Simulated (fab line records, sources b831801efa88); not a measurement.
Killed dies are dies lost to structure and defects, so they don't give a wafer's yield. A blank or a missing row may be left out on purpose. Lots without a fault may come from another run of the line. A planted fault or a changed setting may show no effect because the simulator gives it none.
Which tool did it? | flow sky130 | 24 lots, 72 wafers sampled, at 6 steps of a route of 708

WHAT THE GAUGES READ, wafer by wafer
SKY_POLY_GATE_CD_MEAS_22. Usual: cd_nm 149.7 nm, standard deviation 2.1.
lot  | measured     | on        | cd_nm (nm)        | flag
L074 | day 16 01:39 | cd_sem-02 | 150.6 147.6 147.9 |
L075 | day 16 09:48 | cd_sem-01 | 147.4 145.4 148.6 |
L076 | day 16 20:41 | cd_sem-02 | 148.6 151.7 147.3 |
L077 | day 18 15:53 | cd_sem-02 | 152.1 151.1 151.6 |
L079 | day 19 05:26 | cd_sem-01 | 153.4 149.8 154.0 |
L078 | day 19 10:13 | cd_sem-01 | 153.7 151.8 150.9 |
L080 | day 19 13:15 | cd_sem-02 | 146.8 147.7 146.4 |
L081 | day 19 23:04 | cd_sem-02 | 151.1 150.6 150.8 |
L082 | day 20 04:23 | cd_sem-02 | 148.7 145.3 145.4 |
L084 | day 20 07:10 | cd_sem-02 | 150.4 150.7 151.3 |
L083 | day 20 08:25 | cd_sem-02 | 146.8 148.2 147.6 |
L086 | day 21 02:00 | cd_sem-01 | 149.3 149.7 149.3 |
L085 | day 21 06:37 | cd_sem-01 | 150.1 148.8 151.3 |
L087 | day 21 10:57 | cd_sem-01 | 152.5 151.8 150.0 |
L088 | day 21 17:35 | cd_sem-02 | 147.1 151.1 148.4 |
L089 | day 22 01:44 | cd_sem-02 | 149.5 152.8 149.1 |
L090 | day 22 06:29 | cd_sem-02 | 149.2 148.7 146.6 |
L091 | day 22 13:21 | cd_sem-02 | 147.3 150.1 147.5 |
L092 | day 22 22:47 | cd_sem-02 | 152.7 152.1 152.1 |
L093 | day 23 05:34 | cd_sem-02 | 149.8 148.3 149.3 |
L094 | day 23 21:00 | cd_sem-01 | 149.0 150.1 152.3 |
L095 | day 24 04:49 | cd_sem-02 | 152.3 151.8 149.0 |
L096 | day 24 07:58 | cd_sem-01 | 151.8 152.8 150.6 |
L097 | day 24 18:37 | cd_sem-01 | 147.5 147.6 147.1 |

SKY_LDD_HVN_TW_MEAS_10. Usual: LDD_HVN_TW 1457, standard deviation 8.3.
lot  | measured     | on            | LDD_HVN_TW     | flag
L074 | day 19 19:35 | film_metro-01 | 1458 1461 1458 |
L075 | day 20 03:29 | film_metro-04 | 1453 1457 1459 |
L076 | day 20 15:23 | film_metro-02 | 1454 1458 1453 |
L077 | day 22 13:52 | film_metro-01 | 1441 1439 1445 |
L079 | day 23 03:16 | film_metro-04 | 1459 1461 1463 |
L078 | day 23 07:13 | film_metro-01 | 1448 1454 1451 |
L080 | day 23 10:22 | film_metro-02 | 1456 1464 1469 |
L081 | day 23 20:20 | film_metro-04 | 1455 1462 1455 |
L082 | day 24 00:36 | film_metro-04 | 1469 1461 1462 |
L084 | day 24 04:20 | film_metro-01 | 1451 1451 1445 |
L083 | day 24 05:24 | film_metro-02 | 1463 1470 1460 |
L086 | day 24 21:47 | film_metro-01 | 1461 1472 1452 |
L085 | day 25 02:29 | film_metro-04 | 1465 1465 1462 |
L087 | day 25 06:56 | film_metro-04 | 1464 1466 1462 |
L088 | day 25 13:48 | film_metro-01 | 1461 1452 1455 |
L089 | day 25 21:22 | film_metro-01 | 1464 1464 1457 |
L090 | day 26 02:39 | film_metro-01 | 1443 1454 1444 |
L091 | day 26 08:15 | film_metro-01 | 1449 1441 1444 |
L092 | day 26 16:52 | film_metro-04 | 1457 1464 1453 |
L093 | day 27 01:06 | film_metro-04 | 1450 1463 1465 |
L094 | day 27 15:12 | film_metro-01 | 1446 1449 1455 |
L095 | day 27 22:02 | film_metro-01 | 1464 1454 1453 |
L096 | day 28 00:47 | film_metro-01 | 1448 1448 1442 |
L097 | day 28 10:44 | film_metro-04 | 1474 1469 1465 |

SKY_CONTACT_THK_MEAS_03. Usual: CONTACT_HDPCVD_THK 564 nm, standard deviation 4.8.
lot  | measured     | on            | CONTACT_HDPCVD_THK (nm) | flag
L074 | day 30 00:30 | film_metro-01 | 558 561 565             |
L075 | day 30 04:39 | film_metro-03 | 561 565 560             |
L076 | day 30 19:35 | film_metro-03 | 568 565 565             |
L077 | day 32 12:29 | film_metro-04 | 566 561 566             |
L079 | day 32 23:17 | film_metro-04 | 568 570 567             |
L078 | day 33 03:25 | film_metro-04 | 568 568 571             |
L080 | day 33 05:45 | film_metro-01 | 570 563 567             |
L081 | day 33 13:35 | film_metro-01 | 564 570 568             |
L082 | day 33 17:07 | film_metro-03 | 567 565 563             |
L084 | day 33 23:13 | film_metro-01 | 553 555 553             |
L083 | day 33 23:32 | film_metro-01 | 560 557 566             |
L086 | day 34 14:08 | film_metro-03 | 562 561 561             |
L085 | day 34 16:41 | film_metro-04 | 567 572 570             |
L087 | day 34 20:03 | film_metro-04 | 568 568 566             |
L088 | day 35 05:15 | film_metro-03 | 565 564 559             |
L089 | day 35 09:35 | film_metro-03 | 566 565 559             |
L090 | day 35 16:44 | film_metro-03 | 564 558 562             |
L091 | day 35 19:52 | film_metro-03 | 568 569 566             |
L092 | day 36 03:34 | film_metro-01 | 566 564 567             |
L093 | day 36 09:13 | film_metro-01 | 556 561 558             |
L094 | day 36 23:41 | film_metro-01 | 568 566 561             |
L095 | day 37 05:01 | film_metro-04 | 564 557 563             |
L096 | day 37 09:22 | film_metro-01 | 565 560 559             |
L097 | day 37 16:45 | film_metro-03 | 557 561 565             |

SKY_CAPM_THK_MEAS_04: measures by xrf. Usual: CAPM_TIN_THK 197.3 nm, standard deviation 2.2.
lot  | measured     | on            | CAPM_TIN_THK (nm) | flag
L074 | day 36 01:29 | film_metro-03 | 192.7 193.6 193.2 |
L075 | day 36 03:24 | film_metro-03 | 196.8 200.3 198.6 |
L076 | day 36 18:05 | film_metro-03 | 193.7 196.2 193.8 |
L077 | day 38 10:14 | film_metro-04 | 197.7 196.2 198.8 |
L079 | day 38 19:12 | film_metro-04 | 198.4 198.3 198.7 |
L078 | day 38 22:07 | film_metro-03 | 195.6 195.1 195.4 |
L080 | day 39 02:01 | film_metro-02 | 197.4 199.8 197.4 |
L081 | day 39 08:22 | film_metro-03 | 195.0 195.6 194.5 |
L082 | day 39 13:05 | film_metro-03 | 200.3 198.7 198.9 |
L084 | day 39 17:33 | film_metro-02 | 196.8 195.7 198.5 |
L083 | day 39 18:27 | film_metro-04 | 199.9 197.7 198.6 |
L086 | day 40 06:34 | film_metro-02 | 198.8 197.9 199.3 |
L085 | day 40 07:58 | film_metro-04 | 201.9 201.0 201.1 |
L087 | day 40 12:11 | film_metro-03 | 196.5 198.3 197.5 |
L088 | day 40 20:07 | film_metro-04 | 197.9 199.5 199.7 |
L089 | day 40 23:41 | film_metro-03 | 195.3 192.6 193.1 |
L090 | day 41 07:59 | film_metro-04 | 195.9 195.5 198.7 |
L091 | day 41 09:04 | film_metro-02 | 197.6 196.6 199.1 |
L092 | day 41 17:02 | film_metro-04 | 198.0 196.6 197.2 |
L093 | day 41 23:15 | film_metro-03 | 197.1 195.6 194.1 |
L094 | day 42 12:03 | film_metro-03 | 195.1 196.0 194.1 |
L095 | day 42 17:19 | film_metro-03 | 197.1 197.3 197.6 |
L096 | day 42 20:20 | film_metro-04 | 201.6 201.3 201.4 |
L097 | day 43 03:00 | film_metro-04 | 196.1 195.4 195.9 |

SKY_METAL3_OVL_MEAS_14. Usual: METAL3_OVL 3 nm, standard deviation 5.6.
lot  | measured     | on         | METAL3_OVL (nm) | flag
L074 | day 38 05:53 | overlay-01 | -3 6 -2         |
L075 | day 38 07:58 | overlay-02 | 4 -2 4          |
L076 | day 38 21:35 | overlay-01 | 3 1 1           |
L077 | day 40 12:06 | overlay-01 | -6 -5 8         |
L079 | day 40 20:12 | overlay-01 | -1 -4 1         |
L078 | day 40 22:53 | overlay-02 | 5 4 3           |
L080 | day 41 03:43 | overlay-01 | -5 2 2          |
L081 | day 41 09:36 | overlay-01 | 6 1 14          |
L082 | day 41 13:42 | overlay-01 | -3 6 2          |
L084 | day 41 18:06 | overlay-01 | 4 13 4          |
L083 | day 41 19:04 | overlay-01 | -2 -5 0         |
L086 | day 42 06:38 | overlay-01 | -6 2 0          |
L085 | day 42 09:29 | overlay-01 | 9 13 10         |
L087 | day 42 12:30 | overlay-01 | 2 6 -2          |
L088 | day 42 20:30 | overlay-02 | 4 15 2          |
L089 | day 42 23:41 | overlay-02 | 1 4 3           |
L090 | day 43 07:44 | overlay-01 | 9 5 2           |
L091 | day 43 08:54 | overlay-01 | 13 6 12         |
L092 | day 43 16:23 | overlay-01 | 3 3 3           |
L093 | day 43 21:17 | overlay-01 | -12 -9 9        |
L094 | day 44 09:45 | overlay-01 | 7 0 6           |
L095 | day 44 15:21 | overlay-01 | 2 4 -3          |
L096 | day 44 17:08 | overlay-01 | 12 7 5          |
L097 | day 44 23:11 | overlay-02 | 13 4 7          |

WHICH TOOL RAN EACH LOT (tool, then ch and the chambers of the sampled wafers, then the start)
lot  | SKY_METAL2_DESCUM_17
L074 | rie_metal-02 ch 0,1, day 34 19:29
L075 | rie_metal-01 ch 0,1, day 34 21:53
L076 | rie_metal-01 ch 0,1, day 35 12:08
L077 | rie_metal-02 ch 1, day 37 04:16
L079 | rie_metal-03 ch 0,1, day 37 14:05
L078 | rie_metal-02 ch 0,1, day 37 17:19
L080 | rie_metal-02 ch 0, day 37 20:41
L081 | rie_metal-02 ch 0,1, day 38 03:23
L082 | rie_metal-02 ch 0,1, day 38 08:40
L084 | rie_metal-01 ch 0,1, day 38 13:31
L083 | rie_metal-03 ch 0,1, day 38 13:52
L086 | rie_metal-02 ch 0,1, day 39 02:45
L085 | rie_metal-01 ch 0,1, day 39 04:56
L087 | rie_metal-03 ch 0,1, day 39 08:41
L088 | rie_metal-01 ch 1, day 39 16:50
L089 | rie_metal-03 ch 0,1, day 39 20:38
L090 | rie_metal-03 ch 0,1, day 40 04:36
L091 | rie_metal-02 ch 0, day 40 05:20
L092 | rie_metal-03 ch 0,1, day 40 13:23
L093 | rie_metal-01 ch 0, day 40 19:27
L094 | rie_metal-02 ch 0,1, day 41 08:59
L095 | rie_metal-02 ch 0,1, day 41 14:27
L096 | rie_metal-02 ch 0,1, day 41 17:47
L097 | rie_metal-01 ch 0,1, day 42 00:33
- SKY_METAL2_DESCUM_17: chemistry O2, time 8 s.

WHAT THE TOOLS THEMSELVES READ (means of the sampled wafers that have a number; where no wafer has one, the mark that the record gives instead)
SKY_METAL2_DESCUM_17. Usual: drypump_motor_current_A 5.3 A, standard deviation 0.35; oes_product_au 1.002 a.u., standard deviation 0.011.
lot  | tool         | drypump_motor_current_A (A) | oes_product_au (a.u.) | flag
L074 | rie_metal-02 | 5.6                         | 0.996                 |
L075 | rie_metal-01 | 4.9                         | 0.983                 |
L076 | rie_metal-01 | 5.1                         | 0.995                 |
L077 | rie_metal-02 | 5.6                         | 1.005                 |
L079 | rie_metal-03 | 5.2                         | 1.002                 |
L078 | rie_metal-02 | 5.6                         | 1.006                 |
L080 | rie_metal-02 | 5.5                         | 1.005                 |
L081 | rie_metal-02 | 5.6                         | 1.010                 |
L082 | rie_metal-02 | 5.6                         | 1.011                 |
L084 | rie_metal-01 | 4.9                         | 0.994                 |
L083 | rie_metal-03 | 4.9                         | 1.009                 |
L086 | rie_metal-02 | 5.6                         | 1.010                 |
L085 | rie_metal-01 | 5.1                         | 0.993                 |
L087 | rie_metal-03 | 4.9                         | 0.997                 |
L088 | rie_metal-01 | 4.7                         | 0.982                 |
L089 | rie_metal-03 | 4.9                         | 1.008                 |
L090 | rie_metal-03 | 5.2                         | 1.010                 |
L091 | rie_metal-02 | 5.5                         | 1.012                 |
L092 | rie_metal-03 | 4.9                         | 1.013                 |
L093 | rie_metal-01 | 5.3                         | 0.996                 |
L094 | rie_metal-02 | 5.5                         | 1.006                 |
L095 | rie_metal-02 | 5.6                         | 1.014                 |
L096 | rie_metal-02 | 5.6                         | 1.012                 |
L097 | rie_metal-01 | 5.1                         | 0.995                 |

THE ANSWER, worked out from the rows above alone
Rule: a lot is off if the mean of its wafers that have a number lies more than 3 standard deviations from the usual mean. A lot without any number at a reading at which 4 lots or more have one is off too. The other lots that the step has rows for count as sound. The gauges are gone through in route order, then the tools' own readings, and for those a lot's mean is taken as printed above. The first step at which some lot is off is used, and at that step the reading that is off furthest; a lot without a number counts as furthest.
No lot is off at any reading shown: from this, nothing can be told.

WHAT THE SIMULATOR HAD PUT IN
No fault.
